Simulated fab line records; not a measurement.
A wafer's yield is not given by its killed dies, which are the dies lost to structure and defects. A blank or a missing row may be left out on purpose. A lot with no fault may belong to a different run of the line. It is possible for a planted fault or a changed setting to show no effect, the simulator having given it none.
fab line records	flow sky130
record: lots: 5	wafers: 15	lastDay: 49
route steps=708 shown METAL5@672 PASSIVATION@681 PAD_OPEN@694
lots that met no fault: taken from a fault-free run of the same line
startH: hours from the record's opening day to when the first of the lot's shown wafers began	waitH: time in hours since the lot's previous step	" identical to the entry in the row above	L1.1+2: a single row standing in for several wafers	- no value, or no start given	* or withheld: withheld	< > ~ a bound
route shown NAME@n: names a module that has steps shown in the file, with the first one's number in the route	usual: the fault-free wafers' mean and standard deviation	same: alike in all rows	chamber/n: place in a boat	sites: readings site by site	_std_site: the values' standard deviation	_edge_site: mean of outer sites minus mean of inner sites	radiusMm: how far each site lies from the wafer's centre	mask NAME#n: copy n	behind: the tool/chamber that last shaped the wafer	hold: the reason the lot was held/the length of the hold in hours/how it ended	device: transistor that didn't switch, given as n, p or np	end of line: the same wafers' tests at the end of the route	a step without rows: its recipe alone	killed: count of dies lost to structure and defects at first sort (not the wafer's yield)	map: dies across one wafer; x = killed, . = not, _ = none there
set.NAME: the run value of the setting; set.NAME@STEP: its run value at that earlier step	model.NAME: the simulator's own value behind a step, which no gauge read
lots at some steps of the route; a table a step, a row a wafer
services: from which hour (startH, from the record's first day; less than 0 if before it) a tool's chamber was out of use, for how many hours, and why
== steps ==
step: SKY_METAL5_EXPOSE_11
recipe: maskId: MM5	na: 0.6	sourceShape: conventional	sigmaOuter: 0.6	polarization: unpolarized	targetCdNm: 1600	doseMj: 190
usual: exposureDoseMJCm2: 190.00/0.18
lot.wafer	tool	chamber	startH	waitH	mask	exposureDoseMJCm2
L076.2	ilineStepper-01	0	-	-	MM5#0	189.89
L076.4	"	0	"	"	MM5#0	189.98
L076.6	"	0	"	"	MM5#0	190.18
L077.1	ilineStepper-02	0	-	-	MM5#0	189.72
L077.4	"	0	"	"	MM5#0	189.66
L077.6	"	0	"	"	MM5#0	190.14
L082.2	ilineStepper-01	0	-	-	MM5#0	190.02
L082.5	"	0	"	"	MM5#0	189.91
L082.6	"	0	"	"	MM5#0	189.76
L090.1	ilineStepper-01	0	-	-	MM5#0	189.68
L090.3	"	0	"	"	MM5#0	189.95
L090.6	"	0	"	"	MM5#0	189.73
L093.3	ilineStepper-02	0	-	-	MM5#0	189.94
L093.4	"	0	"	"	MM5#0	190.09
L093.6	"	0	"	"	MM5#0	190.05
step: SKY_METAL5_PEB_12
recipe: tempC: withheld	timeS: *	resist: NOVOLAK
lot.wafer	tool	chamber	startH	waitH
L076.2+4+6	lithoTrack-02	0	-	-
L077.1+4+6	lithoTrack-01	0	-	-
L082.2+5+6	lithoTrack-01	0	-	-
L090.1+3+6	lithoTrack-01	0	-	-
L093.3+4+6	lithoTrack-01	0	-	-
step: SKY_METAL5_DEVELOP_13
recipe: resist: NOVOLAK	developer: TMAH	developTimeS: 60	devTempC: 23
lot.wafer	tool	chamber	startH	waitH
L076.2+4+6	lithoTrack-02	0	1053.68	0.1
L077.1+4+6	lithoTrack-01	0	1061.64	0.1
L082.2+5+6	lithoTrack-01	0	1084.91	0.1
L090.1+3+6	lithoTrack-01	0	1127.94	0.1
L093.3+4+6	lithoTrack-01	0	1136.19	0.1
step: SKY_METAL5_DESCUM_14
recipe: chemistry: O2	sourcePowerW: 150	biasPowerW: 0	pressureMtorr: 10	tempC: 40	timeS: 11
usual: drypumpMotorCurrentA: 5.79/0.27	oesProductAu: 0.993/0.0092
same: biasPowerW: 0
lot.wafer	tool	chamber	startH	waitH	drypumpMotorCurrentA	oesProductAu	rfHoursCounterH
L076.2	rieMetal-02	0	1053.81	0.1	5.57	0.987	5
L076.4	"	0	"	"	5.57	0.989	-
L076.6	"	0	"	"	5.59	0.996	-
L077.1	rieMetal-04	0	1061.79	0.1	5.93	0.993	21
L077.4	"	1	"	"	6.21	1.015	-
L077.6	"	0	"	"	5.92	0.997	-
L082.2	rieMetal-02	0	1085.04	0.1	5.55	0.996	8
L082.5	"	1	"	"	5.57	0.987	-
L082.6	"	0	"	"	5.58	0.991	-
L090.1	rieMetal-02	1	1128.09	0.1	5.56	0.989	21
L090.3	"	0	"	"	5.57	0.991	-
L090.6	"	1	"	"	5.54	0.984	-
L093.3	rieMetal-02	1	1136.30	0.1	5.57	0.989	-
L093.4	"	0	"	"	5.64	0.989	-
L093.6	"	1	"	"	5.56	0.998	-
step: SKY_METAL5_METAL_ETCH_15
recipe: targetDepthA: 12600	stopOn: SiO2	overEtchFrac: 0.2	timeS: 252	chemistry: Cl2/BCl3	resistSidewallDeg: 86	pressureMtorr: 10	icpW: 900	biasW: 48.5	Cl2_flow_sccm: 60	bcl3FlowSccm: 30
usual: drypumpMotorCurrentA: 5.79/0.27	oesProductAu: 0.895/0.0046	throttleValvePct: 22.265/0.0088
lot.wafer	tool	chamber	startH	waitH	drypumpMotorCurrentA	oesProductAu	rfHoursCounterH	throttleValvePct
L076.2	rieMetal-02	0	1053.84	0.0	5.59	0.888	5	22.267
L076.4	"	0	"	"	5.57	0.894	-	22.238
L076.6	"	0	"	"	5.59	0.898	-	22.268
L077.1	rieMetal-04	0	1061.82	0.0	5.91	0.893	21	22.246
L077.4	"	1	"	"	6.21	0.893	-	22.257
L077.6	"	0	"	"	5.92	0.896	-	22.265
L082.2	rieMetal-02	0	1085.07	0.0	5.54	0.892	8	22.268
L082.5	"	1	"	"	5.57	0.890	-	22.264
L082.6	"	0	"	"	5.57	0.896	-	22.258
L090.1	rieMetal-02	1	1128.12	0.0	5.55	0.892	21	22.271
L090.3	"	0	"	"	5.60	0.889	-	22.255
L090.6	"	1	"	"	5.53	0.882	-	22.265
L093.3	rieMetal-02	1	1136.40	0.1	5.56	0.894	-	22.282
L093.4	"	0	"	"	5.60	0.898	-	22.254
L093.6	"	1	"	"	5.58	0.888	-	22.277
step: SKY_METAL5_STRIP_16
recipe: chemistry: O2/N2	powerW: 1400	pressureMtorr: 1500	platenTempC: withheld	o2FlowSccm: 3000	n2FlowSccm: 300	overashFraction: 0.5
usual: drypumpMotorCurrentA: 5.8/0.31	oesProductAu: 0.710/0.005	stripTimeToEndpointS: 13.17/0.12
lot.wafer	tool	chamber	startH	waitH	drypumpMotorCurrentA	oesProductAu	rfHoursCounterH	stripTimeToEndpointS
L076.2	plasmaAsher-04	0	1054.08	0.2	5.6	0.707	127	13.14
L076.4	"	1	"	"	5.9	0.706	-	13.05
L076.6	"	0	"	"	5.6	0.714	-	13.05
L077.1	plasmaAsher-01	1	1062.05	0.2	6.3	0.723	93	13.18
L077.4	"	1	"	"	6.3	0.710	-	13.06
L077.6	"	0	"	"	5.8	0.717	-	13.14
L082.2	plasmaAsher-03	1	1085.30	0.2	5.4	0.711	28	13.24
L082.5	"	1	"	"	5.4	0.709	-	13.32
L082.6	"	0	"	"	5.5	0.704	-	13.28
L090.1	plasmaAsher-03	0	1128.35	0.2	5.4	0.709	32	13.28
L090.3	"	1	"	"	5.4	0.719	-	13.04
L090.6	"	1	"	"	5.4	0.709	-	13.30
L093.3	plasmaAsher-04	0	1136.59	0.1	5.6	0.708	-	13.33
L093.4	"	1	"	"	5.9	0.716	-	13.20
L093.6	"	1	"	"	5.9	0.715	-	13.42
step: SKY_METAL5_STRIP_17
recipe: chemistry: postEtchResidueRemover	timeS: 1200	tempC: 72.5
usual: bathGuardTempC: 72.8/0.54
lot.wafer	tool	chamber	startH	waitH	bathGuardTempC
L076.2	wetBench-01	0	1054.18	0.1	73.6
L076.4	"	0	"	"	73.3
L076.6	"	0	"	"	73.7
L077.1	wetBench-04	2	1062.15	0.1	72.9
L077.4	"	2	"	"	72.7
L077.6	"	2	"	"	72.8
L082.2	wetBench-02	3	1085.40	0.1	73.1
L082.5	"	3	"	"	72.7
L082.6	"	3	"	"	72.7
L090.1	wetBench-02	0	1128.45	0.1	72.6
L090.3	"	0	"	"	72.6
L090.6	"	0	"	"	72.8
L093.3	wetBench-04	2	1136.66	0.0	72.9
L093.4	"	2	"	"	72.7
L093.6	"	2	"	"	72.9
step: SKY_METAL5_CLEAN_18
recipe: chemistry: IPA	timeS: 180	tempC: 25
lot.wafer	tool	chamber	startH	waitH
L076.2+4+6	wetBench-01	0	1054.52	0.0
L077.1+4+6	wetBench-01	3	1062.50	0.0
L082.2+5+6	wetBench-01	3	1085.75	0.0
L090.1+3+6	wetBench-04	0	1128.80	0.0
L093.3+4+6	wetBench-02	1	1137.06	0.0
step: SKY_METAL5_CLEAN_19
recipe: chemistry: O3/DIW	dry: n2Spin
lot.wafer	tool	chamber	startH	waitH
L076.2+4+6	wetBench-01	2	1054.58	0.0
L077.1+4+6	wetBench-04	0	1062.55	0.0
L082.2+5+6	wetBench-02	2	1085.80	0.0
L090.1+3+6	wetBench-01	3	1128.86	0.0
L093.3+4+6	wetBench-02	3	1137.12	0.0
step: SKY_PASSIVATION_CVD_00
recipe: material: SiO2	targetThkNm: 90	tempC: 400	timeS: withheld	rfW: 600
usual: heaterPowerW: 661/140
lot.wafer	tool	chamber	startH	waitH	heaterPowerW
L076.2	pecvd-02	1	1054.67	0.0	693
L076.4	"	2	"	"	496
L076.6	"	1	"	"	707
L077.1	pecvd-01	2	1062.65	0.0	608
L077.4	"	0	"	"	881
L077.6	"	2	"	"	611
L082.2	pecvd-03	2	1085.90	0.0	674
L082.5	"	2	"	"	667
L082.6	"	1	"	"	773
L090.1	pecvd-03	0	1128.95	0.0	469
L090.3	"	2	"	"	688
L090.6	"	2	"	"	701
L093.3	pecvd-03	1	1137.21	0.0	727
L093.4	"	0	"	"	515
L093.6	"	2	"	"	735
step: SKY_PASSIVATION_THK_MEAS_01
recipe: reads: SiO2_of_PASSIVATION_CVD_00
usual: PASSIVATION_CVD_00_THK: 90.4/1.2
lot.wafer	tool	chamber	startH	waitH	PASSIVATION_CVD_00_THK[nm]
L076.2	filmMetro-03	-	1054.70	-	89.1
L076.4	"	-	"	"	88.8
L076.6	"	-	"	"	91.4
L077.1	filmMetro-04	-	1062.67	-	89.2
L077.4	"	-	"	"	90.9
L077.6	"	-	"	"	90.2
L082.2	filmMetro-03	-	1085.93	-	89.5
L082.5	"	-	"	"	91.4
L082.6	"	-	"	"	90.4
L090.1	filmMetro-03	-	1128.97	-	90.6
L090.3	"	-	"	"	88.8
L090.6	"	-	"	"	90.8
L093.3	filmMetro-04	-	1137.25	-	90.1
L093.4	"	-	"	"	91.3
L093.6	"	-	"	"	90.6
step: SKY_PASSIVATION_CVD_02
recipe: material: Si3N4	targetThkNm: 540	tempC: 400	timeS: withheld	rfW: 450
usual: heaterPowerW: 709/130
lot.wafer	tool	chamber	startH	waitH	heaterPowerW
L076.2	pecvd-02	2	1054.75	0.0	665
L076.4	"	1	"	"	712
L076.6	"	0	"	"	881
L077.1	pecvd-03	2	1062.73	0.1	660
L077.4	"	2	"	"	688
L077.6	"	0	"	"	545
L082.2	pecvd-01	1	1085.98	0.0	621
L082.5	"	1	"	"	614
L082.6	"	2	"	"	683
L090.1	pecvd-02	0	1129.03	0.1	871
L090.3	"	1	"	"	640
L090.6	"	2	"	"	647
L093.3	pecvd-02	1	1137.29	0.0	804
L093.4	"	0	"	"	857
L093.6	"	2	"	"	657
step: SKY_PASSIVATION_THK_MEAS_03
recipe: reads: Si3N4_of_PASSIVATION_CVD_02
usual: PASSIVATION_CVD_02_THK: 539/8.4
lot.wafer	tool	chamber	startH	waitH	PASSIVATION_CVD_02_THK[nm]
L076.2	filmMetro-01	-	1054.99	-	537
L076.4	"	-	"	"	537
L076.6	"	-	"	"	541
L077.1	filmMetro-03	-	1062.95	-	535
L077.4	"	-	"	"	547
L077.6	"	-	"	"	537
L082.2	filmMetro-04	-	1086.21	-	529
L082.5	"	-	"	"	540
L082.6	"	-	"	"	544
L090.1	filmMetro-01	-	1129.26	-	541
L090.3	"	-	"	"	534
L090.6	"	-	"	"	542
L093.3	filmMetro-01	-	1137.54	-	527
L093.4	"	-	"	"	551
L093.6	"	-	"	"	543
step: SKY_PASSIVATION_DEHYDRATE_04
recipe: tempC: 200	timeS: 60
lot.wafer	tool	chamber	startH	waitH
L076.2+4+6	lithoTrack-03	0	1065.63	10.6
L077.1+4+6	lithoTrack-01	0	1073.14	10.2
L082.2+5+6	lithoTrack-01	0	1092.26	6.0
L090.1+3+6	lithoTrack-03	0	1136.80	7.5
L093.3+4+6	lithoTrack-03	0	1146.45	8.9
step: SKY_PASSIVATION_HMDS_05
recipe: primeTimeS: 60	primeTempC: 120
lot.wafer	tool	chamber	startH	waitH
L076.2+4+6	lithoTrack-03	0	1065.78	0.1
L077.1+4+6	lithoTrack-01	0	1073.29	0.1
L082.2+5+6	lithoTrack-01	0	1092.41	0.1
L090.1+3+6	lithoTrack-03	0	1136.95	0.1
L093.3+4+6	lithoTrack-03	0	1146.60	0.1
step: SKY_PASSIVATION_COAT_06
recipe: spinRpm: 2000	resistThkNm: 3000
usual: spinSpeedRpm: 1999.9/1.4
lot.wafer	tool	chamber	startH	waitH	spinSpeedRpm
L076.2	lithoTrack-03	0	1065.93	0.1	1997.9
L076.4	"	0	"	"	1999.0
L076.6	"	0	"	"	2000.6
L077.1	lithoTrack-01	0	1073.44	0.1	2001.8
L077.4	"	0	"	"	1999.9
L077.6	"	0	"	"	2001.6
L082.2	lithoTrack-01	0	1092.56	0.1	1999.8
L082.5	"	0	"	"	2002.0
L082.6	"	0	"	"	2001.2
L090.1	lithoTrack-03	0	1137.10	0.1	1997.7
L090.3	"	0	"	"	1997.5
L090.6	"	0	"	"	1999.8
L093.3	lithoTrack-03	0	1146.75	0.1	2000.0
L093.4	"	0	"	"	1999.5
L093.6	"	0	"	"	1999.2
step: SKY_PASSIVATION_SOFTBAKE_07
recipe: tempC: 110	timeS: withheld
lot.wafer	tool	chamber	startH	waitH
L076.2+4+6	lithoTrack-03	0	1066.09	0.1
L077.1+4+6	lithoTrack-01	0	1073.59	0.1
L082.2+5+6	lithoTrack-01	0	1092.72	0.1
L090.1+3+6	lithoTrack-03	0	1137.25	0.1
L093.3+4+6	lithoTrack-03	0	1146.92	0.1
step: SKY_PASSIVATION_EXPOSE_08
recipe: maskId: NSM	targetCdNm: 3000	na: 0.57	doseMj: 260
usual: exposureDoseMJCm2: 260.01/0.25
lot.wafer	tool	chamber	startH	waitH	mask	exposureDoseMJCm2
L076.2	ilineStepper-02	0	-	-	NSM#0	260.35
L076.4	"	0	"	"	NSM#0	260.38
L076.6	"	0	"	"	NSM#0	260.24
L077.1	ilineStepper-02	0	-	-	NSM#0	259.68
L077.4	"	0	"	"	NSM#0	259.61
L077.6	"	0	"	"	NSM#0	260.01
L082.2	ilineStepper-01	0	-	-	NSM#0	260.10
L082.5	"	0	"	"	NSM#0	259.91
L082.6	"	0	"	"	NSM#0	260.02
L090.1	ilineStepper-01	0	-	-	NSM#0	259.76
L090.3	"	0	"	"	NSM#0	259.95
L090.6	"	0	"	"	NSM#0	259.60
L093.3	ilineStepper-01	0	-	-	NSM#0	260.49
L093.4	"	0	"	"	NSM#0	260.39
L093.6	"	0	"	"	NSM#0	260.09
step: SKY_PASSIVATION_PEB_09
recipe: tempC: 115	timeS: withheld
lot.wafer	tool	chamber	startH	waitH
L076.2+4+6	lithoTrack-04	0	-	-
L077.1+4+6	lithoTrack-03	0	-	-
L082.2+5+6	lithoTrack-01	0	-	-
L090.1+3+6	lithoTrack-01	0	-	-
L093.3+4+6	lithoTrack-01	0	-	-
step: SKY_PASSIVATION_DEVELOP_10
recipe: developTimeS: 60	devTempC: 23
lot.wafer	tool	chamber	startH	waitH
L076.2+4+6	lithoTrack-04	0	-	-
L077.1+4+6	lithoTrack-03	0	-	-
L082.2+5+6	lithoTrack-01	0	-	-
L090.1+3+6	lithoTrack-01	0	-	-
L093.3+4+6	lithoTrack-01	0	-	-
step: SKY_PASSIVATION_ETCH_11
recipe: chemistry: CF4/O2	targetDepthNm: 725	stopOn: AlCu	sourceW: 800	biasW: 150	pressureMtorr: 150	cf4FlowSccm: 80	O2_flow_sccm: 10	timeS: 161.1
usual: drypumpMotorCurrentA: 6.0/0.45	oesProductAu: 0.977/0.008	throttleValvePct: 5.965/0.0089
lot.wafer	tool	chamber	startH	waitH	drypumpMotorCurrentA	oesProductAu	rfHoursCounterH	throttleValvePct
L076.2	rieDiel-04	1	1077.15	-	6.1	0.979	23	5.965
L076.4	"	2	"	"	6.3	0.976	20	5.969
L076.6	"	0	"	"	5.6	0.970	-	5.965
L077.1	rieDiel-04	2	1083.85	-	6.4	0.980	20	5.948
L077.4	"	0	"	"	5.6	0.984	19	5.978
L077.6	"	2	"	"	6.4	0.974	-	5.959
L082.2	rieDiel-04	0	1102.84	-	5.6	0.957	20	5.950
L082.5	"	2	"	"	6.4	0.981	-	5.962
L082.6	"	3	"	"	5.2	0.978	-	5.978
L090.1	rieDiel-04	1	1147.19	-	6.1	0.983	26	5.955
L090.3	"	0	"	"	5.6	0.970	22	5.975
L090.6	"	1	"	"	6.1	0.977	-	5.966
L093.3	rieDiel-04	1	1155.59	-	6.1	0.982	27	5.979
L093.4	"	3	"	"	5.3	0.988	28	5.969
L093.6	"	1	"	"	6.1	0.979	-	5.957
step: SKY_PASSIVATION_STRIP_12
recipe: chemistry: O2/N2	powerW: 1400	pressureMtorr: 1500	platenTempC: withheld	overashFraction: 0.7	o2FlowSccm: 3000	n2FlowSccm: 300
usual: drypumpMotorCurrentA: 5.6/0.33	oesProductAu: 0.661/0.0046	stripTimeToEndpointS: 31.50/0.13
lot.wafer	tool	chamber	startH	waitH	drypumpMotorCurrentA	oesProductAu	rfHoursCounterH	stripTimeToEndpointS
L076.2	plasmaAsher-02	1	1077.25	0.1	5.4	0.663	64	31.56
L076.4	"	1	"	"	5.4	0.658	-	31.68
L076.6	"	0	"	"	5.5	0.662	-	31.84
L077.1	plasmaAsher-03	0	1083.96	0.1	5.5	0.660	28	31.67
L077.4	"	0	"	"	5.5	0.666	-	31.66
L077.6	"	0	"	"	5.5	0.659	-	31.62
L082.2	plasmaAsher-02	1	1102.94	0.1	5.4	0.662	67	31.51
L082.5	"	1	"	"	5.4	0.668	-	31.34
L082.6	"	0	"	"	5.5	0.666	-	31.39
L090.1	plasmaAsher-01	1	1147.29	0.1	6.3	0.663	101	31.29
L090.3	"	0	"	"	5.8	0.671	-	31.37
L090.6	"	1	"	"	6.3	0.659	-	31.40
L093.3	plasmaAsher-03	1	1155.73	0.1	5.4	0.661	-	31.42
L093.4	"	0	"	"	5.5	0.659	-	31.34
L093.6	"	1	"	"	5.4	0.656	-	31.43
step: SKY_PAD_OPEN_DEHYDRATE_00
recipe: tempC: 200	timeS: 60
lot.wafer	tool	chamber	startH	waitH
L076.2+4+6	lithoTrack-01	0	1085.71	8.4
L077.1+4+6	lithoTrack-02	0	1090.36	6.4
L082.2+5+6	lithoTrack-03	0	1111.83	8.9
L090.1+3+6	lithoTrack-01	0	1155.59	8.3
L093.3+4+6	lithoTrack-02	0	1162.26	6.5
step: SKY_PAD_OPEN_HMDS_01
recipe: primeTimeS: 60	primeTempC: 120
lot.wafer	tool	chamber	startH	waitH
L076.2+4+6	lithoTrack-01	0	1085.86	0.1
L077.1+4+6	lithoTrack-02	0	1090.51	0.1
L082.2+5+6	lithoTrack-03	0	1111.98	0.1
L090.1+3+6	lithoTrack-01	0	1155.74	0.1
L093.3+4+6	lithoTrack-02	0	1162.41	0.1
step: SKY_PAD_OPEN_COAT_02
recipe: spinRpm: 2000	resistThkNm: 3000
usual: spinSpeedRpm: 1999.6/1.2
lot.wafer	tool	chamber	startH	waitH	spinSpeedRpm
L076.2	lithoTrack-01	0	1086.01	0.1	2000.7
L076.4	"	0	"	"	2000.8
L076.6	"	0	"	"	1999.7
L077.1	lithoTrack-02	0	1090.66	0.1	1999.6
L077.4	"	0	"	"	1999.2
L077.6	"	0	"	"	1998.5
L082.2	lithoTrack-03	0	1112.13	0.1	1999.2
L082.5	"	0	"	"	1999.1
L082.6	"	0	"	"	1996.7
L090.1	lithoTrack-01	0	1155.89	0.1	1998.6
L090.3	"	0	"	"	2000.4
L090.6	"	0	"	"	1999.5
L093.3	lithoTrack-02	0	1162.56	0.1	1999.7
L093.4	"	0	"	"	2000.6
L093.6	"	0	"	"	2000.6
step: SKY_PAD_OPEN_SOFTBAKE_03
recipe: tempC: 110	timeS: withheld
lot.wafer	tool	chamber	startH	waitH
L076.2+4+6	lithoTrack-01	0	1086.17	0.1
L077.1+4+6	lithoTrack-02	0	1090.81	0.1
L082.2+5+6	lithoTrack-03	0	1112.29	0.1
L090.1+3+6	lithoTrack-01	0	1156.04	0.1
L093.3+4+6	lithoTrack-02	0	1162.73	0.1
step: SKY_PAD_OPEN_EXPOSE_04
recipe: maskId: PDM	targetCdNm: 60000	na: 0.57	doseMj: 260
usual: exposureDoseMJCm2: 260.0/0.31
lot.wafer	tool	chamber	startH	waitH	mask	exposureDoseMJCm2
L076.2	ilineStepper-01	0	-	-	PDM#0	259.6
L076.4	"	0	"	"	PDM#0	259.8
L076.6	"	0	"	"	PDM#0	259.7
L077.1	ilineStepper-02	0	-	-	PDM#0	260.2
L077.4	"	0	"	"	PDM#0	260.0
L077.6	"	0	"	"	PDM#0	259.8
L082.2	ilineStepper-01	0	-	-	PDM#0	260.3
L082.5	"	0	"	"	PDM#0	259.9
L082.6	"	0	"	"	PDM#0	260.0
L090.1	ilineStepper-01	0	-	-	PDM#0	259.7
L090.3	"	0	"	"	PDM#0	260.0
L090.6	"	0	"	"	PDM#0	260.1
L093.3	ilineStepper-02	0	-	-	PDM#0	259.7
L093.4	"	0	"	"	PDM#0	259.4
L093.6	"	0	"	"	PDM#0	259.7
step: SKY_PAD_OPEN_PEB_05
recipe: tempC: 115	timeS: withheld
lot.wafer	tool	chamber	startH	waitH
L076.2+4+6	lithoTrack-02	0	-	-
L077.1+4+6	lithoTrack-03	0	-	-
L082.2+5+6	lithoTrack-03	0	-	-
L090.1+3+6	lithoTrack-02	0	-	-
L093.3+4+6	lithoTrack-01	0	-	-
step: SKY_PAD_OPEN_DEVELOP_06
recipe: developTimeS: 60	devTempC: 23
lot.wafer	tool	chamber	startH	waitH
L076.2+4+6	lithoTrack-02	0	-	-
L077.1+4+6	lithoTrack-03	0	-	-
L082.2+5+6	lithoTrack-03	0	-	-
L090.1+3+6	lithoTrack-02	0	-	-
L093.3+4+6	lithoTrack-01	0	-	-
step: SKY_PAD_OPEN_ETCH_07
recipe: chemistry: CF4/O2	targetDepthNm: 725	stopOn: AlCu	sourceW: 800	biasW: 150	pressureMtorr: 150	cf4FlowSccm: 80	O2_flow_sccm: 10	timeS: 161.1
usual: drypumpMotorCurrentA: 5.9/0.4	oesProductAu: 0.977/0.0081	throttleValvePct: 5.965/0.0082
lot.wafer	tool	chamber	startH	waitH	drypumpMotorCurrentA	oesProductAu	rfHoursCounterH	throttleValvePct
L076.2	rieDiel-02	1	1092.86	-	5.3	0.974	20	5.961
L076.4	"	0	"	"	6.0	0.980	23	5.952
L076.6	"	0	"	"	6.0	0.977	-	5.968
L077.1	rieDiel-03	0	1100.00	-	5.9	0.972	20	5.956
L077.4	"	2	"	"	6.6	0.981	23	5.964
L077.6	"	2	"	"	6.6	0.975	-	5.955
L082.2	rieDiel-04	1	1122.10	-	6.1	0.970	25	5.973
L082.5	"	3	"	"	5.3	0.985	-	5.970
L082.6	"	2	"	"	6.4	0.980	-	5.970
L090.1	rieDiel-03	2	1163.56	-	6.6	0.974	26	5.958
L090.3	"	1	"	"	5.9	0.971	12	5.958
L090.6	"	1	"	"	5.9	0.979	-	5.980
L093.3	rieDiel-04	2	1172.29	-	6.4	0.964	23	5.961
L093.4	"	1	"	"	6.1	0.984	27	5.975
L093.6	"	0	"	"	5.6	0.971	-	5.962
step: SKY_PAD_OPEN_STRIP_08
recipe: chemistry: O2/N2	powerW: 1400	pressureMtorr: 1500	platenTempC: withheld	overashFraction: 0.7	o2FlowSccm: 3000	n2FlowSccm: 300
usual: drypumpMotorCurrentA: 5.53/0.17	oesProductAu: 0.663/0.0043	stripTimeToEndpointS: 37.03/0.12
lot.wafer	tool	chamber	startH	waitH	drypumpMotorCurrentA	oesProductAu	rfHoursCounterH	stripTimeToEndpointS
L076.2	plasmaAsher-02	1	1092.96	0.1	5.38	0.673	66	37.06
L076.4	"	0	"	"	5.47	0.662	-	37.08
L076.6	"	0	"	"	5.48	0.662	-	37.07
L077.1	plasmaAsher-03	0	1100.11	0.1	5.49	0.663	30	37.11
L077.4	"	1	"	"	5.43	0.664	-	37.10
L077.6	"	0	"	"	5.46	0.662	-	37.14
L082.2	plasmaAsher-02	0	1122.21	0.1	5.48	0.662	68	37.01
L082.5	"	1	"	"	5.39	0.660	-	37.08
L082.6	"	0	"	"	5.48	0.660	-	37.07
L090.1	plasmaAsher-04	1	1163.66	0.1	5.92	0.661	9	37.07
L090.3	"	0	"	"	5.57	0.664	-	36.92
L090.6	"	1	"	"	5.93	0.662	-	36.98
L093.3	plasmaAsher-02	1	1172.43	0.1	5.37	0.661	-	37.10
L093.4	"	0	"	"	5.46	0.660	-	36.99
L093.6	"	0	"	"	5.46	0.667	-	37.01
step: SKY_PAD_OPEN_STRIP_09
recipe: chemistry: postEtchResidueRemover	timeS: 1200	tempC: 72.5
usual: bathGuardTempC: 72.5/0.51
lot.wafer	tool	chamber	startH	waitH	bathGuardTempC
L076.2	wetBench-03	3	1093.06	0.1	72.2
L076.4	"	3	"	"	72.4
L076.6	"	3	"	"	72.6
L077.1	wetBench-04	3	1100.21	0.1	71.7
L077.4	"	3	"	"	71.8
L077.6	"	3	"	"	72.3
L082.2	wetBench-03	1	1122.31	0.1	72.2
L082.5	"	1	"	"	72.3
L082.6	"	1	"	"	72.9
L090.1	wetBench-03	3	1163.76	0.1	72.6
L090.3	"	3	"	"	72.6
L090.6	"	3	"	"	72.5
L093.3	wetBench-03	1	1172.49	0.0	72.8
L093.4	"	1	"	"	72.5
L093.6	"	1	"	"	72.4
step: SKY_PAD_OPEN_CLEAN_10
recipe: chemistry: IPA	timeS: 180	tempC: 25
lot.wafer	tool	chamber	startH	waitH
L076.2+4+6	wetBench-04	1	1093.47	0.0
L077.1+4+6	wetBench-01	0	1100.55	0.0
L082.2+5+6	wetBench-01	2	1122.68	0.0
L090.1+3+6	wetBench-04	0	1164.14	0.0
L093.3+4+6	wetBench-04	3	1172.83	0.0
step: SKY_PAD_OPEN_CLEAN_11
recipe: chemistry: O3/DIW	dry: n2Spin
lot.wafer	tool	chamber	startH	waitH
L076.2+4+6	wetBench-01	2	1093.53	0.0
L077.1+4+6	wetBench-03	3	1100.61	0.0
L082.2+5+6	wetBench-04	0	1122.74	0.0
L090.1+3+6	wetBench-03	0	1164.20	0.0
L093.3+4+6	wetBench-03	3	1172.89	0.0
step: SKY_PAD_OPEN_ANNEAL_12
recipe: tempC: 400	timeS: withheld	ambient: N2/H2	idleTempC: 300	rampUpCPerMin: 8	rampDownCPerMin: 4
lot.wafer	tool	chamber	startH	waitH
L076.2+4+6	furnace-01	0	1093.95	0.3
L077.1+4+6	furnace-01	0	1100.72	0.0
L082.2+5+6	furnace-01	0	1122.84	0.0
L090.1+3+6	furnace-01	0	1164.30	0.0
L093.3+4+6	furnace-02	0	1172.98	0.0
step: SKY_PAD_OPEN_BOW_MEAS_13
recipe: mode: bow
usual: PAD_OPEN_BOW: 50/8
lot.wafer	tool	chamber	startH	waitH	PAD_OPEN_BOW[um]
L076.2	filmMetro-04	-	1095.47	-	30
L076.4	"	-	"	"	42
L076.6	"	-	"	"	28
L077.1	filmMetro-03	-	1102.22	-	41
L077.4	"	-	"	"	44
L077.6	"	-	"	"	49
L082.2	filmMetro-04	-	1124.36	-	45
L082.5	"	-	"	"	47
L082.6	"	-	"	"	54
L090.1	filmMetro-03	-	1165.80	-	44
L090.3	"	-	"	"	52
L090.6	"	-	"	"	48
L093.3	filmMetro-02	-	1174.52	-	58
L093.4	"	-	"	"	60
L093.6	"	-	"	"	67
== services ==
tool	chamber	startH	hours	kind
rieMetal-04	0	1019.72	12.8	repair
pecvd-03	1	1020.95	5.5	scheduledDown
plasmaAsher-02	-	1025.95	2.8	pm
pecvd-02	0	1031.97	11.5	repair
furnace-02	-	1036.78	3.7	pm
plasmaAsher-03	-	1040.85	1.8	repair
plasmaAsher-04	-	1042.90	1.1	repair
pecvd-03	-	1053.90	6.0	pm
plasmaAsher-04	-	1055.25	9.0	pm
plasmaAsher-03	-	1055.26	1.0	repair
furnace-02	-	1078.52	17.1	repair
wetBench-03	-	1082.09	2.0	repair
ilineStepper-02	-	1092.57	1.7	pm
pecvd-02	0	1101.43	6.3	repair
furnace-01	-	1102.22	3.9	pm
furnace-02	-	1106.10	2.9	pm
rieDiel-03	-	1109.02	0.2	repair
rieDiel-04	2	1110.22	5.8	repair
rieDiel-04	-	1118.45	1.9	repair
furnace-01	-	1132.82	4.3	repair
rieMetal-02	-	1141.08	0.5	repair
ilineStepper-02	-	1142.90	8.7	repair
furnace-02	-	1147.71	3.5	pm
furnace-01	-	1155.28	2.3	pm
== key ==
fault none
